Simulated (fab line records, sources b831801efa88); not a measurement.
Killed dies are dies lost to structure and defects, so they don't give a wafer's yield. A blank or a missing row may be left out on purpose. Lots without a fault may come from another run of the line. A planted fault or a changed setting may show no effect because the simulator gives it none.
Which tool did it? | flow sky130 | 12 lots, 36 wafers sampled, at 1 step of a route of 708

WHAT THE GAUGES READ, wafer by wafer
SKY_FIELD_ISO_THK_MEAS_23.
lot  | measured    | on            | FIELD_ISO_OXIDATION_01_THK (nm)
L075 | day 2 14:10 | film_metro-01 | 10.12 9.90 10.00
L077 | day 2 22:31 | film_metro-01 | 10.30 10.18 10.45
L079 | day 3 14:53 | film_metro-01 | 10.32 10.45 10.34
L081 | day 3 20:21 | film_metro-04 | 10.25 10.31 10.19
L083 | day 4 07:41 | film_metro-02 | 10.29 10.28 10.22
L085 | day 4 20:37 | film_metro-04 | 10.23 10.12 10.11
L087 | day 5 06:34 | film_metro-02 | 10.01 9.99 9.96
L089 | day 5 14:35 | film_metro-02 | 10.57 10.51 10.61
L091 | day 6 02:02 | film_metro-01 | 9.84 9.72 9.64
L092 | day 6 10:21 | film_metro-02 | 10.38 10.36 10.40
L095 | day 6 22:34 | film_metro-02 | 9.60 9.51 9.57
L097 | day 7 06:11 | film_metro-01 | 9.40 9.55 9.34

WHICH TOOL RAN EACH LOT (tool, then ch and the chambers of the sampled wafers, then the start)
The record holds no process step before these readings.

THE ANSWER, worked out from the rows above alone
Rule: what is usual is taken from the lots themselves. Put in order of their means at a reading, lots are off if they are a third of the lots or fewer, leave a main group of 4 or more, and stand apart from it by a gap of 3 or more times the standard deviation of the main group's means; of several such gaps the widest counts. A main group whose means are all the same, to the digits that the tables above print for the reading, isn't used. A lot without any number at a reading at which 4 lots or more have one is off too. The other lots that the step has rows for count as sound.
No lot is off at any reading shown: from this, nothing can be told.

WHAT THE SIMULATOR HAD PUT IN
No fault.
